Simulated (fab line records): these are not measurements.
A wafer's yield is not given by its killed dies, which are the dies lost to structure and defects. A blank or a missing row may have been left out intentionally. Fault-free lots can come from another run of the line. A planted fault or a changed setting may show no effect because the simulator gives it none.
Which tool is to blame? | flow gf180mcu | 14 lots with 42 wafers sampled at 4 steps, on a route of 602 steps

== WHAT THE GAUGES READ, wafer by wafer ==
GF_NSD_CD_MEAS_07: target cd 400 nm. Usual: 399.5 nm for cd_nm, sd 2.1.
lot  | measured     | on        | cd_nm (nm)        | flag
L699 | day 13 10:38 | cd_sem-02 | 401.1 400.8 400.4 |
L700 | day 13 16:50 | cd_sem-01 | 401.5 402.3 401.7 |
L701 | day 14 02:48 | cd_sem-01 | 397.3 397.1 398.4 |
L703 | day 14 19:29 | cd_sem-02 | 401.5 400.4 397.7 |
L705 | day 15 09:00 | cd_sem-01 | 399.4 399.7 400.6 |
L706 | day 15 22:05 | cd_sem-02 | 397.8 398.8 395.2 |
L707 | day 16 08:42 | cd_sem-02 | 400.6 401.9 403.0 |
L711 | day 17 16:20 | cd_sem-01 | 373.3 373.4 373.7 | OFF
L712 | day 18 01:10 | cd_sem-01 | 370.1 370.9 369.8 | OFF
L713 | day 18 04:00 | cd_sem-02 | 376.2 377.8 377.0 | OFF
L714 | day 18 19:09 | cd_sem-01 | 386.6 387.0 385.5 | OFF
L717 | day 19 17:10 | cd_sem-01 | 402.7 402.8 401.8 |
L719 | day 20 09:52 | cd_sem-02 | 398.6 396.9 394.3 |
L722 | day 21 11:15 | cd_sem-02 | 397.1 398.4 397.0 |

GF_V3_CD_MEAS_14: target cd 260 nm. Usual: 259.9 nm for cd_nm, sd 1.2.
lot  | measured     | on        | cd_nm (nm)        | flag
L699 | day 22 13:42 | cd_sem-02 | 261.0 260.7 260.2 |
L700 | day 22 21:15 | cd_sem-02 | 260.3 260.1 260.2 |
L701 | day 23 09:34 | cd_sem-02 | 259.0 259.5 258.8 |
L703 | day 24 02:31 | cd_sem-01 | 258.1 256.8 257.7 |
L705 | day 24 16:51 | cd_sem-01 | 259.1 259.0 260.1 |
L706 | day 25 08:21 | cd_sem-02 | 259.7 260.6 259.9 |
L707 | day 25 15:58 | cd_sem-02 | 259.4 260.7 261.0 |
L711 | day 26 18:31 | cd_sem-02 | 260.8 261.0 261.3 |
L712 | day 27 04:02 | cd_sem-01 | 260.3 259.7 258.9 |
L713 | day 27 06:57 | cd_sem-02 | 259.3 258.1 259.7 |
L714 | day 27 21:10 | cd_sem-02 | 260.3 259.4 259.2 |
L717 | day 28 12:04 | cd_sem-02 | 259.9 259.8 258.9 |
L719 | day 29 02:55 | cd_sem-01 | 260.6 259.4 260.5 |
L722 | day 29 23:37 | cd_sem-01 | 257.8 258.3 258.2 |

== EACH LOT AND THE TOOL THAT RAN IT (in order: tool; ch and the chambers of the sampled wafers; start) ==
lot  | GF_NSD_EXPOSE_04                    | GF_M3_SPUTTER_01
L699 | iline_stepper-02 ch 0, day 13 00:29 | pvd_sputter-03, day 20 12:28
L700 | iline_stepper-02 ch 0, day 13 06:56 | pvd_sputter-02, day 20 20:35
L701 | iline_stepper-01 ch 0, day 13 16:08 | pvd_sputter-03, day 21 08:39
L703 | iline_stepper-01 ch 0, day 14 09:13 | pvd_sputter-01, day 22 02:45
L705 | iline_stepper-01 ch 0, day 14 22:29 | pvd_sputter-01, day 22 18:22
L706 | iline_stepper-01 ch 0, day 15 10:33 | pvd_sputter-03, day 23 09:56
L707 | iline_stepper-02 ch 0, day 15 22:02 | pvd_sputter-01, day 23 17:57
L711 | iline_stepper-02 ch 0, day 17 04:41 | pvd_sputter-02, day 24 22:04
L712 | iline_stepper-02 ch 0, day 17 13:37 | pvd_sputter-03, day 25 08:07
L713 | iline_stepper-02 ch 0, day 17 16:25 | pvd_sputter-03, day 25 11:17
L714 | iline_stepper-02 ch 0, day 18 06:58 | pvd_sputter-03, day 26 01:51
L717 | iline_stepper-01 ch 0, day 19 05:02 | pvd_sputter-02, day 26 18:33
L719 | iline_stepper-01 ch 0, day 19 21:59 | pvd_sputter-01, day 27 09:45
L722 | iline_stepper-01 ch 0, day 20 23:49 | pvd_sputter-02, day 28 07:25
- GF_NSD_EXPOSE_04: exposes mask Nplus, target cd 400 nm.
- GF_M3_SPUTTER_01: material TiN, target thk 30 nm, time 25 s.

== WHAT THE TOOLS THEMSELVES READ (means of the sampled wafers that have a number; where no wafer has one, the mark that the record gives instead) ==
GF_NSD_EXPOSE_04. Usual: 139.91 for exposure_dose_mJ_cm2, sd 0.16.
lot  | tool             | exposure_dose_mJ_cm2 | flag
L699 | iline_stepper-02 | 140.13               |
L700 | iline_stepper-02 | 140.13               |
L701 | iline_stepper-01 | 140.19               |
L703 | iline_stepper-01 | 139.88               |
L705 | iline_stepper-01 | 139.82               |
L706 | iline_stepper-01 | 139.92               |
L707 | iline_stepper-02 | 139.95               |
L711 | iline_stepper-02 | 127.27               | OFF
L712 | iline_stepper-02 | 127.25               | OFF
L713 | iline_stepper-02 | 129.67               | OFF
L714 | iline_stepper-02 | 133.25               | OFF
L717 | iline_stepper-01 | 139.91               |
L719 | iline_stepper-01 | 139.94               |
L722 | iline_stepper-01 | 139.81               |

GF_M3_SPUTTER_01. Usual: 30.5 % for throttle_valve_pct, sd 1.2.
lot  | tool           | throttle_valve_pct (%) | flag
L699 | pvd_sputter-03 | 29.7                   |
L700 | pvd_sputter-02 | 29.3                   |
L701 | pvd_sputter-03 | 31.0                   |
L703 | pvd_sputter-01 | 30.9                   |
L705 | pvd_sputter-01 | 30.8                   |
L706 | pvd_sputter-03 | 30.3                   |
L707 | pvd_sputter-01 | 30.8                   |
L711 | pvd_sputter-02 | 29.9                   |
L712 | pvd_sputter-03 | 29.5                   |
L713 | pvd_sputter-03 | 30.9                   |
L714 | pvd_sputter-03 | 30.0                   |
L717 | pvd_sputter-02 | 31.6                   |
L719 | pvd_sputter-01 | 30.7                   |
L722 | pvd_sputter-02 | 29.7                   |

== THE ANSWER, worked out from the rows above alone ==
Rule: lot off if the mean of its wafers having a number is beyond 3 standard deviations from the usual mean. Also off: a lot with no number at a reading for which 4 or more lots have one. The other lots that the step has rows for count as sound. Order of review: gauges by route order, followed by the tools' own readings, for which a lot's mean as printed above is used. At the first step where some lot is off, the reading lying furthest off is the one used; lots without a number count as furthest.
Off: L711, L712, L713, L714, at GF_NSD_CD_MEAS_07 (cd_nm).
If a tool, at a process step before that reading, ran all the lots that are off and no sound lot after the first of them, it fits. The gauges at GF_NSD_CD_MEAS_07 aren't tried: what is off there is off at GF_NSD_EXPOSE_04 too, on other tools, and a gauge's error can't cause that. One fits: iline_stepper-02 at GF_NSD_EXPOSE_04. A fault onset in the window from L707 (day 15 22:02, its last sound lot) to L711 (day 17 04:41, its first lot off) fits.
On the lots that are off, the tool's own readings at GF_NSD_EXPOSE_04 differ by more than 5 times the standard deviation of the sound lots' means, which bears it out; exposure_dose_mJ_cm2 reads 129.36 there versus 139.97 on the sound lots.

== WHAT WAS PUT IN BY THE SIMULATOR ==
Drift in process parameters on iline_stepper-02 at GF_NSD_EXPOSE_04, starting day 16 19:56. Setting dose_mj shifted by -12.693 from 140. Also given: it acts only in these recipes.
Shown lots that were struck: L711, L712, L713, L714. The rule given above showed the same thing.
